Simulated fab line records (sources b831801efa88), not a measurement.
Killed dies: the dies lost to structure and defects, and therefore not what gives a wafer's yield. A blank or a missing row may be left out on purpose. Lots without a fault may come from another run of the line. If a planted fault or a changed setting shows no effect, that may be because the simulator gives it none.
What tool caused it? :: flow gf180mcu :: 11 lots with 33 wafers sampled at 5 steps, on a route of 602 steps

== WHAT THE GAUGES SHOWED, per wafer ==
GF_V3_RS_MEAS_24: measurement is done with a four-point probe. Usual: V3_W_RS typically reads 0.328 ohm/sq, with standard deviation 0.0046.
lot: L699
measured: day 22 10:54
on: film metro-04
V3_W_RS (ohm/sq): 0.335 0.331 0.333
flag: 

lot: L700
measured: day 23 03:01
on: film metro-03
V3_W_RS (ohm/sq): 0.326 0.327 0.327
flag: 

lot: L701
measured: day 23 15:06
on: film metro-03
V3_W_RS (ohm/sq): 0.328 0.325 0.330
flag: 

lot: L702
measured: day 23 20:49
on: film metro-02
V3_W_RS (ohm/sq): 0.331 0.329 0.320
flag: 

lot: L704
measured: day 24 16:06
on: film metro-02
V3_W_RS (ohm/sq): 0.329 0.325 0.326
flag: 

lot: L707
measured: day 26 11:30
on: film metro-03
V3_W_RS (ohm/sq): 0.329 0.333 0.328
flag: 

lot: L712
measured: day 27 11:58
on: film metro-02
V3_W_RS (ohm/sq): 0.320 0.333 0.324
flag: 

lot: L717
measured: day 28 16:30
on: film metro-02
V3_W_RS (ohm/sq): 0.326 0.335 0.334
flag: 

lot: L718
measured: day 28 23:14
on: film metro-03
V3_W_RS (ohm/sq): 0.330 0.330 0.328
flag: 

lot: L720
measured: day 29 14:37
on: film metro-02
V3_W_RS (ohm/sq): 0.329 0.329 0.325
flag: 

lot: L721
measured: day 29 19:26
on: film metro-03
V3_W_RS (ohm/sq): 0.327 0.333 0.338
flag: 

GF_M4_THK_MEAS_06: measures by xrf. Usual: M4_ALCU_THK typically reads 454 nm, with standard deviation 6.1.
lot: L699
measured: day 22 11:43
on: film metro-02
M4_ALCU_THK (nm): 453 447 453
flag: 

lot: L700
measured: day 23 03:50
on: film metro-04
M4_ALCU_THK (nm): 439 443 437
flag: 

lot: L701
measured: day 23 15:55
on: film metro-02
M4_ALCU_THK (nm): 470 462 463
flag: 

lot: L702
measured: day 23 21:38
on: film metro-01
M4_ALCU_THK (nm): 452 454 458
flag: 

lot: L704
measured: day 24 16:54
on: film metro-02
M4_ALCU_THK (nm): 448 452 454
flag: 

lot: L707
measured: day 26 12:20
on: film metro-01
M4_ALCU_THK (nm): 451 450 446
flag: 

lot: L712
measured: day 27 12:47
on: film metro-01
M4_ALCU_THK (nm): 466 459 460
flag: 

lot: L717
measured: day 28 17:19
on: film metro-02
M4_ALCU_THK (nm): 460 459 457
flag: 

lot: L718
measured: day 29 00:03
on: film metro-01
M4_ALCU_THK (nm): 456 458 448
flag: 

lot: L720
measured: day 29 15:25
on: film metro-04
M4_ALCU_THK (nm): 453 455 447
flag: 

lot: L721
measured: day 29 20:14
on: film metro-02
M4_ALCU_THK (nm): 451 448 463
flag: 

GF_V4_THK_MEAS_03. Usual: V4_CVD_02_THK typically reads 849 nm, with standard deviation 13.
lot: L699
measured: day 23 11:29
on: film metro-04
V4_CVD_02_THK (nm): 855 848 867
flag: 

lot: L700
measured: day 24 03:25
on: film metro-01
V4_CVD_02_THK (nm): 851 854 852
flag: 

lot: L701
measured: day 24 15:31
on: film metro-03
V4_CVD_02_THK (nm): 839 823 833
flag: 

lot: L702
measured: day 24 20:55
on: film metro-03
V4_CVD_02_THK (nm): 825 849 844
flag: 

lot: L704
measured: day 25 15:23
on: film metro-03
V4_CVD_02_THK (nm): 836 846 863
flag: 

lot: L707
measured: day 27 09:17
on: film metro-01
V4_CVD_02_THK (nm): 845 831 854
flag: 

lot: L712
measured: day 28 09:33
on: film metro-03
V4_CVD_02_THK (nm): 804 873 869
flag: 

lot: L717
measured: day 29 12:38
on: film metro-01
V4_CVD_02_THK (nm): 797 874 818
flag: 

lot: L718
measured: day 29 19:52
on: film metro-03
V4_CVD_02_THK (nm): 836 852 856
flag: 

lot: L720
measured: day 30 10:16
on: film metro-04
V4_CVD_02_THK (nm): 837 854 854
flag: 

lot: L721
measured: day 30 14:47
on: film metro-03
V4_CVD_02_THK (nm): 834 847 837
flag: 

== WHAT TOOL EACH LOT RAN ON (gives the tool, then ch and the chambers of the sampled wafers, and finally the start) ==
lot: L699
GF_V3_CVD_23: cvd w-02 ch 0,1, day 22 10:47
GF_V4_CVD_02: pecvd-02 ch 0,1,2, day 23 11:25

lot: L700
GF_V3_CVD_23: cvd w-02 ch 1, day 23 02:54
GF_V4_CVD_02: pecvd-03 ch 0,2, day 24 03:21

lot: L701
GF_V3_CVD_23: cvd w-02 ch 0, day 23 14:59
GF_V4_CVD_02: pecvd-03 ch 1,2, day 24 15:27

lot: L702
GF_V3_CVD_23: cvd w-01 ch 0,1, day 23 20:41
GF_V4_CVD_02: pecvd-02 ch 0,1,2, day 24 20:50

lot: L704
GF_V3_CVD_23: cvd w-02 ch 0,1, day 24 15:59
GF_V4_CVD_02: pecvd-03 ch 0,1, day 25 15:17

lot: L707
GF_V3_CVD_23: cvd w-02 ch 0,1, day 26 11:23
GF_V4_CVD_02: pecvd-01 ch 1,2, day 27 09:13

lot: L712
GF_V3_CVD_23: cvd w-01 ch 0,1, day 27 11:50
GF_V4_CVD_02: pecvd-01 ch 0,1,2, day 28 09:28

lot: L717
GF_V3_CVD_23: cvd w-02 ch 0,1, day 28 16:23
GF_V4_CVD_02: pecvd-01 ch 0,2, day 29 12:34

lot: L718
GF_V3_CVD_23: cvd w-02 ch 1, day 28 23:05
GF_V4_CVD_02: pecvd-03 ch 0,1,2, day 29 19:48

lot: L720
GF_V3_CVD_23: cvd w-01 ch 0,1, day 29 14:28
GF_V4_CVD_02: pecvd-02 ch 0,1,2, day 30 10:11

lot: L721
GF_V3_CVD_23: cvd w-02 ch 0,1, day 29 19:19
GF_V4_CVD_02: pecvd-03 ch 1,2, day 30 14:42
- GF_V3_CVD_23: deposits W, target thk 350 nm, time 104.9 s.
- GF_V4_CVD_02: deposits SiO2 from TEOS, target thk 850 nm, time 94.851 s.

== WHAT THE TOOLS THEMSELVES READ (means of the sampled wafers that have a number; where no wafer has one, the mark that the record gives instead) ==
GF_V3_CVD_23. Usual: heater power w 897 W, standard deviation 46; susceptor temp C 399.99 C, standard deviation 0.22.
lot: L699
tool: cvd w-02
heater power w (W): 913
susceptor temp C (C): 400.21
flag: 

lot: L700
tool: cvd w-02
heater power w (W): 875
susceptor temp C (C): 399.81
flag: 

lot: L701
tool: cvd w-02
heater power w (W): 935
susceptor temp C (C): 400.01
flag: 

lot: L702
tool: cvd w-01
heater power w (W): 831
susceptor temp C (C): 399.91
flag: 

lot: L704
tool: cvd w-02
heater power w (W): 913
susceptor temp C (C): 399.96
flag: 

lot: L707
tool: cvd w-02
heater power w (W): 918
susceptor temp C (C): 400.07
flag: 

lot: L712
tool: cvd w-01
heater power w (W): 871
susceptor temp C (C): 400.19
flag: 

lot: L717
tool: cvd w-02
heater power w (W): 906
susceptor temp C (C): 399.95
flag: 

lot: L718
tool: cvd w-02
heater power w (W): 890
susceptor temp C (C): 400.19
flag: 

lot: L720
tool: cvd w-01
heater power w (W): 829
susceptor temp C (C): 399.80
flag: 

lot: L721
tool: cvd w-02
heater power w (W): 913
susceptor temp C (C): 399.93
flag: 

GF_V4_CVD_02. Usual: heater power w 642 W, standard deviation 99; rf fwd power W 596.5 W, standard deviation 2.2; susceptor temp C 400.01 C, standard deviation 0.19.
lot: L699
tool: pecvd-02
heater power w (W): 583
rf fwd power W (W): 595.2
susceptor temp C (C): 400.05
flag: 

lot: L700
tool: pecvd-03
heater power w (W): 646
rf fwd power W (W): 598.6
susceptor temp C (C): 399.86
flag: 

lot: L701
tool: pecvd-03
heater power w (W): 644
rf fwd power W (W): 596.5
susceptor temp C (C): 399.79
flag: 

lot: L702
tool: pecvd-02
heater power w (W): 631
rf fwd power W (W): 595.9
susceptor temp C (C): 399.98
flag: 

lot: L704
tool: pecvd-03
heater power w (W): 586
rf fwd power W (W): 596.4
susceptor temp C (C): 399.90
flag: 

lot: L707
tool: pecvd-01
heater power w (W): 660
rf fwd power W (W): 597.9
susceptor temp C (C): 399.86
flag: 

lot: L712
tool: pecvd-01
heater power w (W): 732
rf fwd power W (W): 564.2
susceptor temp C (C): 399.78
flag: OFF

lot: L717
tool: pecvd-01
heater power w (W): 746
rf fwd power W (W): 531.3
susceptor temp C (C): 400.04
flag: OFF

lot: L718
tool: pecvd-03
heater power w (W): 667
rf fwd power W (W): 598.1
susceptor temp C (C): 400.17
flag: 

lot: L720
tool: pecvd-02
heater power w (W): 633
rf fwd power W (W): 598.2
susceptor temp C (C): 400.14
flag: 

lot: L721
tool: pecvd-03
heater power w (W): 630
rf fwd power W (W): 598.1
susceptor temp C (C): 400.29
flag: 

== THE ANSWER, worked out from the rows above alone ==
Rule: lot off if the mean of its wafers having a number is beyond 3 standard deviations from the usual mean. A lot without any number at a reading at which 4 lots or more have one is off too. Where the step has rows for the other lots, those lots are counted as sound. First the gauges in route order, then the tools' own readings, where a lot's mean is used as printed above. The first step at which some lot is off is used, and at that step the reading that is off furthest; a lot without a number counts as furthest.
Off: L712, L717, at GF_V4_CVD_02 (rf fwd power W).
If a tool, at that step or one of the process steps before it, ran each lot that is off and ran no sound lot following the first of them, it fits. One fits: GF_V4_CVD_02 on pecvd-01. Its last sound lot is L707 (day 27 09:13), its first lot that is off L712 (day 28 09:28): a fault that began between those two fits.
The tool's own readings at GF_V4_CVD_02 bear it out: on the lots that are off they differ by more than 5 times the standard deviation of the sound lots' means. rf fwd power W reads 547.8 W there against 597.2 W on the sound lots.

== WHAT WAS PUT IN BY THE SIMULATOR ==
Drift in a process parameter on pecvd-01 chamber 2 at GF_V4_CVD_02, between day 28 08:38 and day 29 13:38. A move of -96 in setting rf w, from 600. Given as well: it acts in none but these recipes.
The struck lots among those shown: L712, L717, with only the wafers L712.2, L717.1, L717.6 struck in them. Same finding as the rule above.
